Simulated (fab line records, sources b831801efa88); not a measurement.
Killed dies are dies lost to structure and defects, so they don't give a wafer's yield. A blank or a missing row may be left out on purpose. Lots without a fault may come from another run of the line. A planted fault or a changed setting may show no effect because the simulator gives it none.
fab line records | flow sky130
record lots=6 wafers=18 last_day=50
route steps=708 shown FIELD_ISO@1 PAD_OPEN@708
lots that met no fault: from a run of the same line without faults
start_h: hours from the record's first day to the start of the lot's first wafer shown | wait_h: hours since the lot's step before | " the same as in the row above | L1.1+2: a row that stands for several wafers | - no value, or no start given | * or withheld: withheld | < > ~ a bound
route shown NAME@n: a module of which the file shows steps, and the number in the route of the first | usual: mean/standard deviation of fault-free wafers | same: alike in all rows | chamber/n: place in a boat | sites: the reading at each site | _std_site: their standard deviation | _edge_site: outer sites' mean less inner sites' | radius_mm: how far each site lies from the wafer's centre | mask NAME#n: copy n | behind: the tool/chamber that last shaped the wafer | hold: why the lot was held/for how many hours/how that ended | device: the transistor (n, p or np) that didn't switch | end of line: the same wafers' tests at the end of the route | a step without rows: its recipe alone | killed: dies lost to structure and defects at the first sort, not the wafer's yield | map: a wafer's dies, x killed, . not, _ none there
set.NAME: the setting as run; set.NAME@STEP: as run at that earlier step | model.NAME: the simulator's own value behind a step, which no gauge read
lots at some steps of the route; a table a step, a row a wafer
services: from which hour (start_h, from the record's first day; less than 0 if before it) a tool's chamber was out of use, for how many hours, and why
## steps
# step SKY_FIELD_ISO_BOW_MEAS_00
# recipe mode=bow
# usual INCOMING_BOW=1/6.1
# columns lot.wafer tool chamber start_h wait_h INCOMING_BOW[um]
L550.1 film_metro-01 - 25.00 - -10
L550.2 " - " " 8
L550.6 " - " " 0
L558.2 film_metro-01 - 65.02 - 1
L558.3 " - " " 5
L558.4 " - " " 9
L559.1 film_metro-03 - 70.00 - 1
L559.3 " - " " -2
L559.4 " - " " 15
L560.1 film_metro-01 - 75.00 - 5
L560.5 " - " " 2
L560.6 " - " " 6
L567.1 film_metro-03 - 110.00 - -12
L567.4 " - " " 9
L567.6 " - " " 3
L570.2 film_metro-03 - 125.02 - 2
L570.5 " - " " -10
L570.6 " - " " 8
# step SKY_FIELD_ISO_OXIDATION_01
# recipe temp_c=900 ambient=O2 stabilise_s=600 purge_s=300 target_thk_a=120 ox_time_s=1843
# step SKY_FIELD_ISO_THK_MEAS_02
# recipe reads=SiO2_of_FIELD_ISO_OXIDATION_01
# usual FIELD_ISO_OXIDATION_00_THK=11.93/0.22
# columns lot.wafer tool chamber start_h wait_h FIELD_ISO_OXIDATION_00_THK[nm]
L550.1 film_metro-01 - 30.07 0.0 12.00
L550.2 " - " " 11.79
L550.6 " - " " 12.00
L558.2 film_metro-01 - 66.78 0.0 11.70
L558.3 " - " " 11.76
L558.4 " - " " 11.57
L559.1 film_metro-01 - 71.74 0.0 12.04
L559.3 " - " " 11.77
L559.4 " - " " 11.74
L560.1 film_metro-03 - 77.68 0.0 11.40
L560.5 " - " " 11.57
L560.6 " - " " 11.40
L567.1 film_metro-03 - 112.44 0.0 11.98
L567.4 " - " " 12.05
L567.6 " - " " 11.92
L570.2 film_metro-03 - 126.64 0.0 12.35
L570.5 " - " " 12.41
L570.6 " - " " 12.52
# step SKY_FIELD_ISO_CVD_03
# recipe material=Si3N4 precursor=DCS/NH3 target_thk_nm=165 temp_c=770 time_s=2830 pressure_mtorr=250
# step SKY_FIELD_ISO_THK_MEAS_04
# recipe reads=Si3N4_of_FIELD_ISO_CVD_03
# usual FIELD_ISO_CVD_03_THK=165.6/1.5
# columns lot.wafer tool chamber start_h wait_h FIELD_ISO_CVD_03_THK[nm]
L550.1 film_metro-03 - 31.91 0.0 163.3
L550.2 " - " " 163.9
L550.6 " - " " 162.9
L558.2 film_metro-01 - 68.62 0.0 166.4
L558.3 " - " " 167.4
L558.4 " - " " 168.1
L559.1 film_metro-01 - 73.58 0.0 166.3
L559.3 " - " " 165.6
L559.4 " - " " 167.0
L560.1 film_metro-03 - 79.85 0.0 164.8
L560.5 " - " " 165.0
L560.6 " - " " 164.1
L567.1 film_metro-03 - 115.59 0.0 164.5
L567.4 " - " " 164.0
L567.6 " - " " 166.3
L570.2 film_metro-03 - 128.49 0.0 164.7
L570.5 " - " " 165.2
L570.6 " - " " 164.0
# step SKY_FIELD_ISO_DEHYDRATE_05
# recipe temp_c=200 time_s=60
# step SKY_FIELD_ISO_HMDS_06
# recipe prime_time_s=60 prime_temp_c=120
# step SKY_FIELD_ISO_COAT_07
# recipe resist=BARC temp_c=withheld time_s=withheld spin_rpm=3000 resist_thk_nm=60
# step SKY_FIELD_ISO_COAT_08
# recipe resist=KrF-thick spin_rpm=3000 resist_thk_nm=450
# step SKY_FIELD_ISO_SOFTBAKE_09
# recipe temp_c=100 time_s=90 resist=KrF-thick
# step SKY_FIELD_ISO_EXPOSE_10
# recipe mask_id=FOM na=0.68 source_shape=annular sigma_inner=0.4 sigma_outer=0.8 target_cd_nm=150 dose_mj=28
# usual exposure_dose_mJ_cm2=28.02/0.082
# columns lot.wafer tool chamber start_h wait_h mask exposure_dose_mJ_cm2
L550.1 krf_scanner-01 0 38.93 - FOM#0 27.97
L550.2 " 0 " " FOM#0 27.97
L550.6 " 0 " " FOM#0 27.99
L558.2 krf_scanner-02 0 77.73 - FOM#0 28.14
L558.3 " 0 " " FOM#0 28.18
L558.4 " 0 " " FOM#0 28.17
L559.1 krf_scanner-02 0 82.22 - FOM#0 34.09
L559.3 " 0 " " FOM#0 34.12
L559.4 " 0 " " FOM#0 34.10
L560.1 krf_scanner-02 0 88.24 - FOM#0 34.11
L560.5 " 0 " " FOM#0 34.13
L560.6 " 0 " " FOM#0 34.11
L567.1 krf_scanner-01 0 124.99 - FOM#0 27.96
L567.4 " 0 " " FOM#0 27.93
L567.6 " 0 " " FOM#0 27.99
L570.2 krf_scanner-01 0 138.64 - FOM#0 27.91
L570.5 " 0 " " FOM#0 27.96
L570.6 " 0 " " FOM#0 27.94
# step SKY_FIELD_ISO_PEB_11
# recipe peb_temp_c=withheld peb_time_s=withheld resist=KrF-thick
# step SKY_FIELD_ISO_DEVELOP_12
# recipe develop_time_s=60 resist=KrF-thick dev_temp_c=21
# step SKY_FIELD_ISO_CD_MEAS_13
# recipe target_cd_nm=150
# usual cd_nm=150.0/1.7
# columns lot.wafer tool chamber start_h wait_h cd_nm
L550.1 cd_sem-02 - 46.79 - 150.2
L550.2 " - " " 151.6
L550.6 " - " " 151.1
L558.2 cd_sem-01 - 85.59 - 147.5
L558.3 " - " " 148.3
L558.4 " - " " 150.3
L559.1 cd_sem-02 - 90.38 - 110.8
L559.3 " - " " 109.3
L559.4 " - " " 110.6
L560.1 cd_sem-02 - 97.12 - 116.5
L560.5 " - " " 116.9
L560.6 " - " " 118.2
L567.1 cd_sem-02 - 134.64 - 150.9
L567.4 " - " " 149.8
L567.6 " - " " 150.2
L570.2 cd_sem-01 - 147.91 - 150.5
L570.5 " - " " 150.4
L570.6 " - " " 149.6
# step SKY_FIELD_ISO_ETCH_14
# recipe chemistry=N2/H2 target=BARC ion_energy_ev=200 source_w=500 bias_w=100 pressure_mtorr=30 n2_flow_sccm=100 h2_flow_sccm=200 stop_on=SiO2 time_s=45.9 target_depth_a=600
# usual drypump_motor_current_A=5.9/0.41 oes_product_au=0.855/0.0047 throttle_valve_pct=13.226/0.0091
# columns lot.wafer tool chamber start_h wait_h drypump_motor_current_A oes_product_au rf_hours_counter_h throttle_valve_pct model.FIELD_ISO.cd_nm
L550.1 rie_diel-02 1 46.91 0.1 5.4 0.848 61 13.216 149.4
L550.2 " 3 " " 6.1 0.844 126 13.230 153
L550.6 " 3 " " 6.1 0.851 - 13.230 152.7
L558.2 rie_diel-03 3 85.69 0.1 6.1 0.847 4 13.241 146.4
L558.3 " 2 " " 5.5 0.852 153 13.219 147.1
L558.4 " 1 " " 6.3 0.853 135 13.231 150.3
L559.1 rie_diel-03 2 90.50 0.1 5.5 0.851 153 13.223 109.1
L559.3 " 1 " " 6.3 0.856 135 13.226 109.5
L559.4 " 0 " " 6.7 0.844 98 13.220 111.1
L560.1 rie_diel-03 2 97.24 0.1 5.5 0.852 153 13.229 115
L560.5 " 0 " " 6.6 0.848 - 13.235 117.6
L560.6 " 3 " " 6.1 0.851 - 13.213 116.7
L567.1 rie_diel-02 1 134.76 0.1 5.4 0.859 63 13.232 151
L567.4 " 3 " " 6.1 0.850 - 13.241 151.5
L567.6 " 0 " " 6.2 0.862 - 13.211 149.9
L570.2 rie_diel-03 1 148.01 0.1 6.3 0.862 136 13.207 151.2
L570.5 " 2 " " 5.5 0.853 - 13.211 149.5
L570.6 " 1 " " 6.3 0.851 - 13.235 149.7
# step SKY_FIELD_ISO_ETCH_15
# recipe chemistry=CHF3/O2 target_depth_nm=180 stop_on=Si source_w=600 bias_w=200 pressure_mtorr=40 chf3_flow_sccm=50 O2_flow_sccm=5 time_s=72
# usual drypump_motor_current_A=5.9/0.4 oes_product_au=0.948/0.0064 throttle_valve_pct=8.844/0.0096
# columns lot.wafer tool chamber start_h wait_h drypump_motor_current_A oes_product_au rf_hours_counter_h throttle_valve_pct
L550.1 rie_diel-02 1 46.95 0.0 5.4 0.939 62 8.831
L550.2 " 3 " " 6.1 0.943 126 8.851
L550.6 " 3 " " 6.1 0.934 - 8.868
L558.2 rie_diel-03 3 85.73 0.0 6.1 0.946 4 8.854
L558.3 " 2 " " 5.5 0.960 153 8.836
L558.4 " 1 " " 6.2 0.953 135 8.852
L559.1 rie_diel-03 2 90.54 0.0 5.5 0.948 153 8.837
L559.3 " 1 " " 6.3 0.950 135 8.854
L559.4 " 0 " " 6.6 0.949 99 8.836
L560.1 rie_diel-03 2 97.28 0.0 5.6 0.951 153 8.845
L560.5 " 0 " " 6.6 0.943 - 8.829
L560.6 " 3 " " 6.1 0.931 - 8.841
L567.1 rie_diel-02 1 134.80 0.0 5.4 0.946 63 8.840
L567.4 " 3 " " 6.1 0.944 - 8.844
L567.6 " 0 " " 6.2 0.948 - 8.827
L570.2 rie_diel-03 1 148.05 0.0 6.3 0.947 136 8.833
L570.5 " 2 " " 5.5 0.949 - 8.839
L570.6 " 1 " " 6.2 0.943 - 8.843
# step SKY_FIELD_ISO_STRIP_16
# recipe chemistry=O2/N2 power_w=1400 pressure_mtorr=1500 platen_temp_c=withheld o2_flow_sccm=3000 n2_flow_sccm=300 overash_fraction=0.5
# usual drypump_motor_current_A=5.61/0.28 oes_product_au=0.378/0.0046 strip_time_to_endpoint_s=3.56/0.049
# columns lot.wafer tool chamber start_h wait_h drypump_motor_current_A oes_product_au rf_hours_counter_h strip_time_to_endpoint_s
L550.1 plasma_asher-04 1 47.01 0.0 5.91 0.377 36 3.60
L550.2 " 0 " " 5.39 0.372 36 3.55
L550.6 " 1 " " 5.90 0.379 - 3.55
L558.2 plasma_asher-04 0 85.79 0.0 5.39 0.370 40 3.54
L558.3 " 1 " " 5.91 0.376 - 3.54
L558.4 " 0 " " 5.43 0.374 - 3.50
L559.1 plasma_asher-03 1 90.60 0.0 5.88 0.386 30 3.59
L559.3 " 1 " " 5.88 0.382 - 3.53
L559.4 " 0 " " 5.13 0.381 - 3.56
L560.1 plasma_asher-01 1 97.34 0.0 5.71 0.376 45 3.54
L560.5 " 1 " " 5.73 0.377 - 3.50
L560.6 " 0 " " 5.55 0.381 - 3.58
L567.1 plasma_asher-04 0 134.86 0.0 5.43 0.378 45 3.61
L567.4 " 0 " " 5.41 0.377 - 3.59
L567.6 " 0 " " 5.41 0.380 - 3.49
L570.2 plasma_asher-04 1 148.11 0.0 5.92 0.375 47 3.53
L570.5 " 1 " " 5.92 0.371 - 3.54
L570.6 " 0 " " 5.40 0.379 - 3.52
# step SKY_FIELD_ISO_ETCH_17
# recipe target_depth_a=3420 mask_material=Si3N4 chemistry=HBr/Cl2/O2 target=Si taper_deg=5 icp_w=600 bias_w=150 pressure_mtorr=15 HBr_flow_sccm=150 Cl2_flow_sccm=40 O2_flow_sccm=6 time_s=97.7
# usual drypump_motor_current_A=5.78/0.26 oes_product_au=1.002/0.016 throttle_valve_pct=25.656/0.013
# columns lot.wafer tool chamber start_h wait_h drypump_motor_current_A oes_product_au rf_hours_counter_h throttle_valve_pct model.FIELD_ISO.cd_nm
L550.1 rie_si-02 3 47.11 0.1 5.69 1.030 122 25.649 150.9
L550.2 " 1 " " 6.24 1.006 3 25.644 152.6
L550.6 " 1 " " 6.22 1.002 - 25.631 152.3
L558.2 rie_si-02 3 85.89 0.1 5.69 1.024 123 25.623 146.3
L558.3 " 0 " " 5.72 1.025 0 25.637 147.5
L558.4 " 1 " " 6.25 1.009 3 25.659 148.8
L559.1 rie_si-01 1 90.70 0.1 5.54 0.995 65 25.664 109.7
L559.3 " 3 " " 5.68 0.990 62 25.679 108
L559.4 " 2 " " 6.03 1.002 1 25.651 110.6
L560.1 rie_si-02 0 97.44 0.1 5.71 1.017 0 25.642 115.2
L560.5 " 2 " " 5.81 0.984 - 25.664 116.8
L560.6 " 1 " " 6.24 1.011 - 25.646 116.5
L567.1 rie_si-02 1 134.96 0.1 6.22 0.999 3 25.651 152
L567.4 " 3 " " 5.70 1.028 123 25.629 149.2
L567.6 " 0 " " 5.71 1.011 - 25.638 150.3
L570.2 rie_si-01 2 148.21 0.1 6.05 0.982 2 25.655 151.4
L570.5 " 0 " " 5.39 1.019 - 25.651 149.4
L570.6 " 1 " " 5.52 0.992 - 25.667 149.5
# step SKY_FIELD_ISO_WET_ETCH_18
# recipe chemistry=H3PO4 target_depth_nm=25 temp_c=160 target=Si3N4 time_s=286
# step SKY_PAD_OPEN_PROBE_99
# usual killed_at_M0_to_M3=43/6.1 killed_at_M4_up=3.5/2 killed_at_contacts=25/5.1 killed_at_front_end=14/4.2 killed_at_other=0.3/0.55 killed_dies=86/8.3 killed_on_rim=17/3.7 killed_open=46/7.2 killed_short=39/6
# same gross_dies=492 killed_at_back_side=0
# columns lot.wafer tool chamber start_h wait_h killed_at_M0_to_M3 killed_at_M4_up killed_at_contacts killed_at_front_end killed_at_other killed_dies killed_on_rim killed_open killed_short
L550.1 prober-01 - 1106.64 0.1 41 5 25 17 0 88 22 56 32
L550.2 prober-01 - 1106.69 0.1 53 5 26 12 0 96 15 54 42
L550.6 prober-01 - 1106.89 0.2 35 5 21 11 0 72 14 35 37
L558.2 prober-01 - 1145.90 0.1 44 2 19 12 0 77 16 45 31
L558.3 prober-01 - 1145.95 0.2 58 2 24 14 0 98 24 55 42
L558.4 prober-01 - 1146.00 0.2 45 7 24 15 0 91 20 53 37
L559.1 prober-02 - 1145.98 0.1 40 5 34 407 1 487 94 46 45
L559.3 prober-02 - 1146.08 0.2 47 2 26 411 0 486 92 56 30
L559.4 prober-02 - 1146.13 0.2 37 0 25 423 1 486 92 41 32
L560.1 prober-01 - 1147.35 0.1 29 1 30 416 0 476 86 43 40
L560.5 prober-01 - 1147.55 0.2 51 3 27 385 0 466 81 66 43
L560.6 prober-01 - 1147.60 0.2 41 4 28 393 0 466 80 39 49
L567.1 prober-01 - 1181.80 0.1 42 2 29 13 0 86 19 54 32
L567.4 prober-01 - 1181.95 0.2 49 4 25 11 1 90 19 54 35
L567.6 prober-01 - 1182.05 0.2 51 5 22 13 0 91 14 49 42
L570.2 prober-02 - 1195.10 0.1 49 2 20 17 0 88 11 52 36
L570.5 prober-02 - 1195.25 0.2 43 2 24 20 3 92 13 51 41
L570.6 prober-02 - 1195.30 0.2 47 2 23 20 0 92 16 54 38
# killed by level:class
L550.1 CONTACT:geometric_particle:open=9 VIA2:geometric_particle:open=9 VIA1:geometric_particle:open=9 POLY_GATE:geometric_particle:short=7 LI_CONTACT:geometric_particle:open=7 VIA3:geometric_particle:open=5 FIELD_ISO:geometric_particle:open=4 SPACER:geometric_particle:open=4
L550.2 VIA2:geometric_particle:open=13 CONTACT:geometric_particle:open=12 VIA1:geometric_particle:open=10 VIA2:geometric_particle:short=6 CONTACT:geometric_particle:short=5 METAL1:geometric_particle:short=5 VIA1:geometric_particle:short=5 METAL4:geometric_particle:short=5
L550.6 VIA1:geometric_particle:open=10 CONTACT:geometric_particle:open=7 CONTACT:geometric_particle:short=6 METAL1:geometric_particle:short=5 VIA1:geometric_particle:short=4 LI_CONTACT:geometric_particle:open=4 METAL2:geometric_particle:short=4 VIA3:geometric_particle:open=4
L558.2 CONTACT:geometric_particle:open=11 METAL1:geometric_particle:short=9 VIA2:geometric_particle:open=9 METAL2:geometric_particle:short=7 VIA1:geometric_particle:open=6 POLY_GATE:geometric_particle:open=5 VIA3:geometric_particle:open=4 POLY_GATE:geometric_particle:short=3
L558.3 VIA1:geometric_particle:open=15 CONTACT:geometric_particle:open=9 VIA2:geometric_particle:open=8 LI_CONTACT:geometric_particle:open=7 METAL2:geometric_particle:short=7 METAL1:geometric_particle:short=5 METAL1:geometric_particle:open=5 POLY_GATE:geometric_particle:short=4
L559.1 FIELD_ISO:area_expose=393 VIA1:geometric_particle:open=12 LI_CONTACT:geometric_particle:short=9 LI_CONTACT:geometric_particle:open=7 CONTACT:geometric_particle:open=7 CONTACT:geometric_particle:short=6 METAL1:geometric_particle:short=6 VIA3:geometric_particle:open=5
L558.4 VIA1:geometric_particle:open=17 CONTACT:geometric_particle:open=11 METAL1:geometric_particle:short=7 LI_CONTACT:geometric_particle:open=6 VIA3:geometric_particle:open=6 METAL4:geometric_particle:short=5 FIELD_ISO:geometric_particle:open=4 SPACER:geometric_particle:short=4
L559.3 FIELD_ISO:area_expose=399 VIA1:geometric_particle:open=14 LI_CONTACT:geometric_particle:open=11 CONTACT:geometric_particle:open=8 VIA3:geometric_particle:open=6 LOCAL_INTERCONNECT:geometric_particle:short=5 METAL2:geometric_particle:short=5 METAL1:geometric_particle:open=4
L559.4 FIELD_ISO:area_expose=413 VIA2:geometric_particle:open=9 VIA1:geometric_particle:open=8 LI_CONTACT:geometric_particle:open=7 CONTACT:geometric_particle:open=7 LOCAL_INTERCONNECT:geometric_particle:short=5 METAL2:geometric_particle:short=5 VIA3:geometric_particle:open=5
L560.1 FIELD_ISO:area_expose=393 FIELD_ISO:geometric_particle:open=10 CONTACT:geometric_particle:open=10 LI_CONTACT:geometric_particle:open=9 CONTACT:geometric_particle:short=7 METAL3:geometric_particle:short=7 FIELD_ISO:geometric_particle:short=5 POLY_GATE:geometric_particle:short=5
L560.5 FIELD_ISO:area_expose=357 VIA1:geometric_particle:open=14 LI_CONTACT:geometric_particle:open=10 VIA3:geometric_particle:open=10 FIELD_ISO:geometric_particle:short=8 FIELD_ISO:geometric_particle:open=7 CONTACT:geometric_particle:open=6 VIA2:geometric_particle:open=5
L560.6 FIELD_ISO:area_expose=377 CONTACT:geometric_particle:open=9 CONTACT:geometric_particle:short=7 METAL2:geometric_particle:short=7 METAL1:geometric_particle:short=7 VIA1:geometric_particle:open=6 LI_CONTACT:geometric_particle:open=6 FIELD_ISO:geometric_particle:short=5
L567.1 CONTACT:geometric_particle:open=14 VIA2:geometric_particle:open=10 VIA1:geometric_particle:open=8 VIA3:geometric_particle:open=6 CONTACT:geometric_particle:short=5 METAL1:geometric_particle:short=5 FIELD_ISO:geometric_particle:short=4 LI_CONTACT:geometric_particle:open=4
L567.4 VIA1:geometric_particle:open=11 CONTACT:geometric_particle:open=10 VIA3:geometric_particle:open=9 CONTACT:geometric_particle:short=8 VIA2:geometric_particle:open=6 LI_CONTACT:geometric_particle:open=6 METAL1:geometric_particle:short=6 FIELD_ISO:geometric_particle:open=4
L567.6 VIA3:geometric_particle:open=13 CONTACT:geometric_particle:open=10 METAL1:geometric_particle:short=7 VIA1:geometric_particle:open=7 VIA2:geometric_particle:short=6 POLY_GATE:geometric_particle:short=5 METAL2:geometric_particle:short=5 VIA2:geometric_particle:open=5
L570.2 VIA1:geometric_particle:open=12 VIA2:geometric_particle:open=12 VIA3:geometric_particle:open=9 POLY_GATE:geometric_particle:short=6 CONTACT:geometric_particle:short=6 METAL1:geometric_particle:short=6 METAL2:geometric_particle:short=6 CONTACT:geometric_particle:open=5
L570.5 VIA3:geometric_particle:open=12 CONTACT:geometric_particle:open=12 VIA1:geometric_particle:open=10 METAL1:geometric_particle:short=8 POLY_GATE:geometric_particle:short=6 POLY_GATE:geometric_particle:open=6 LI_CONTACT:geometric_particle:open=4 CONTACT:geometric_particle:short=4
L570.6 LI_CONTACT:geometric_particle:open=12 VIA1:geometric_particle:open=12 VIA2:geometric_particle:open=8 CONTACT:geometric_particle:open=7 VIA1:geometric_particle:short=7 METAL1:geometric_particle:short=6 FIELD_ISO:geometric_particle:short=5 POLY_GATE:geometric_particle:open=5
# map L559.1 (x killed, . not)
__________x.xxxxxxxx_________
________xxxxxxxxxx.xxx_______
______xxxxxxxxxxxxxxxxxx_____
_____xxxxxxxxxxxxxxxxxxx.____
____xxxxxxxxxxxxxxxxxxxxxx___
___xxxxxxxxxxxxxxxxxxxxxxxx__
__xx.xxxxxxxxxxxxxxxxxxxxxxx_
_xxxxxxxxxxxxxxxxxxxxxxxxxxxx
_xxxxxxxxxxxxxxxxxxxxxxxxxxxx
_xxxxxxxxxxxxxxxxxxxxxx.xxxxx
_xxxxxxxxxxxxxxxxxxxxxxxxxxxx
_xxxxxxxxxxxxxxxxxxxxxxxxxxxx
_xxxxxxxxxxxxxxxxxxxxxxxxxxxx
_xxxxxxxxxxxxxxxxxxxxxxxxxxxx
_xxxxxxxxxxxxxxxxxxxxxxxxxxxx
__xxxxxxxxxxxxxxxxxxxxxxxxxx_
___xxxxxxxxxxxxxxxxxxxxxxxx__
____xxxxxxxxxxxxxxxxxxxxxx___
_____xxxxxxxxxxxxxxxxxxxx____
______xxxxxxxxxxxxxxxxxx_____
________xxxxxxxxxxxxxx_______
__________xxxxxxxxxx_________
# map L560.1 (x killed, . not)
__________.xxx..x..x_________
________xxxxxxxxxxxxx._______
______xxxxxxx.xxxxxxxxxx_____
_____.x.x.xxxxxxxxxxxxxxx____
____xxxxxxxxxxxxxxxxxxxxxx___
___xx.xxxxxxxxxxxxxxxxxxxxx__
__xxxxxxxxxxxxxxxxxxxxxxxxx._
_xx.xxxxxxxxxxxxxxxxxxxxxxxxx
_xx.xxxxxxxxxxxxxxxxxxxxxxxxx
_xxxxxxxxxxxxxxxxxxxxxxxxxxxx
_xxxxxxxxxxxxxxxxxxxxxxxxxxxx
_xxxxxxxxxxxxxxxxxxxxxxxxxxxx
_xxxxxxxxxxxxxxxxxxxxxxxxxxxx
_.xxxxxxxxxxxxxxxxxxxxxxxxxxx
_xxxxxxxxxxxxxxxxxxxxxxxxxxxx
__xxxxxxxxxxxxxxxxxxxxxxxxx._
___xxxxxxxxxxxxxxxxxxxxxxxx__
____xxxxxxxxxxxxxxxxxxxxxx___
_____xxxxxxxxxxxxxxxxxxxx____
______xxxxxxxxxxxxxxxxxx_____
________xxxxxxxxxxxxxx_______
__________xxxxxxxxxx_________
## services
# columns tool chamber start_h hours kind
krf_scanner-01 - 21.98 0.8 pm
rie_diel-02 2 29.22 14.9 repair
krf_scanner-01 - 33.22 4.0 pm
rie_diel-03 - 33.28 1.1 repair
rie_diel-03 - 37.10 0.5 repair
rie_diel-03 - 46.53 2.8 pm
krf_scanner-02 - 59.57 3.6 pm
rie_diel-03 2 59.86 4.7 repair
rie_diel-03 3 60.63 2.1 repair
krf_scanner-02 - 63.13 0.8 pm
rie_diel-02 1 65.89 6.1 repair
plasma_asher-04 - 78.24 2.8 pm
plasma_asher-01 - 81.10 0.7 repair
krf_scanner-01 - 84.92 3.6 pm
rie_si-02 0 101.84 2.9 repair
krf_scanner-02 - 103.16 1.3 pm
plasma_asher-01 - 108.75 9.0 pm
plasma_asher-03 - 111.79 7.0 repair
krf_scanner-01 - 118.55 1.0 pm
krf_scanner-02 - 131.80 1.0 pm
krf_scanner-01 - 133.16 1.3 pm
rie_diel-02 2 133.37 5.3 repair
krf_scanner-01 - 140.86 1.2 repair
krf_scanner-01 - 143.85 0.8 pm
## key
first_sign step=SKY_FIELD_ISO_EXPOSE_10 reading=exposure_dose_mJ_cm2 direction=up sigmas=74 usual=* struck=*
effect step=SKY_FIELD_ISO_CD_MEAS_13 reading=cd_nm direction=down sigmas=21 usual=150.0 struck=113.7
effect step=SKY_PAD_OPEN_PROBE_99 reading=killed_at_front_end direction=up sigmas=93 usual=14 struck=406
model_effect step=SKY_FIELD_ISO_ETCH_14 value=FIELD_ISO.cd_nm without=150.5 struck=113.2
model_effect step=SKY_FIELD_ISO_ETCH_17 value=FIELD_ISO.cd_nm without=150.1 struck=112.8
more_kills_born_at SKY_FIELD_ISO_EXPOSE_10@krf_scanner-02=2333
met_at SKY_FIELD_ISO_EXPOSE_10
struck_wafers L559.1,L559.3,L559.4,L560.1,L560.5,L560.6
later_rows_left_out L559.1,L559.3,L559.4,L560.1,L560.5,L560.6
tester_left_out L559,L560
onset_between 77.73 82.22
fault kind=process_parameter_drift tool=krf_scanner-02 chamber=- onset_h=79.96 steps=SKY_FIELD_ISO_EXPOSE_10 channel=dose_mj offset=5.9858 shape=step acts_in=these_recipes_only stated=28
# tester_left_out: of these lots the tester's yield and bins aren't shown, on N5 and GAA mostly nor the transistor test; their killed dies are dies lost to structure and defects alone, not to doping, threshold or leakage, so they don't give the yield
# later_rows_left_out: the simulator's readings of these wafers behind a module that went badly wrong aren't trusted and aren't shown, but for the sort
